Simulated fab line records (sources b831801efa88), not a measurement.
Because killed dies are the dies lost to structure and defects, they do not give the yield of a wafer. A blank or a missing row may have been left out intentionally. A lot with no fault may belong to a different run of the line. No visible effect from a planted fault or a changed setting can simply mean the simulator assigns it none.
Which tool was responsible? | flow sky130 | at 1 step of a route of 708, 12 lots with 36 wafers sampled

## WHAT EACH GAUGE READ, for each wafer
SKY_POLY_GATE_THK_MEAS_04.
lot  | measured     | on            | POLY_GATE_CVD_03_THK (nm)
L075 | day 15 05:08 | film_metro-02 | 73.9 74.8 74.5
L077 | day 17 07:59 | film_metro-02 | 74.8 74.8 74.6
L078 | day 18 02:16 | film_metro-02 | 75.7 75.4 74.8
L081 | day 18 14:16 | film_metro-02 | 74.8 74.7 74.4
L084 | day 18 22:05 | film_metro-02 | 74.1 74.2 74.2
L086 | day 19 17:06 | film_metro-01 | 74.6 74.6 75.1
L087 | day 20 01:41 | film_metro-04 | 73.8 74.5 74.5
L089 | day 20 17:42 | film_metro-01 | 74.2 74.5 73.7
L091 | day 21 04:40 | film_metro-04 | 76.7 76.3 76.8
L093 | day 21 21:25 | film_metro-01 | 75.3 75.3 75.3
L095 | day 22 19:30 | film_metro-04 | 74.8 75.5 75.5
L097 | day 23 09:45 | film_metro-02 | 76.4 76.4 75.7

## TOOL THAT RAN EACH LOT (tool first, then ch and the chambers of the sampled wafers, then the start)
The record holds no process step before these readings.

## THE ANSWER, worked out from the rows above alone
Rule: the lots themselves supply what counts as usual. Put in order of their means at a reading, lots are off if they are a third of the lots or fewer, leave a main group of 4 or more, and stand apart from it by a gap of 3 or more times the standard deviation of the main group's means; of several such gaps the widest counts. Not used: any main group whose means are identical at the precision the tables above print for the reading. Also off: a lot with no number at a reading for which 4 or more lots have one. Any other lot the step has rows for is counted as sound.
No lot is off on any of the readings shown, so nothing can be concluded from this.

## WHAT HAD BEEN PUT IN BY THE SIMULATOR
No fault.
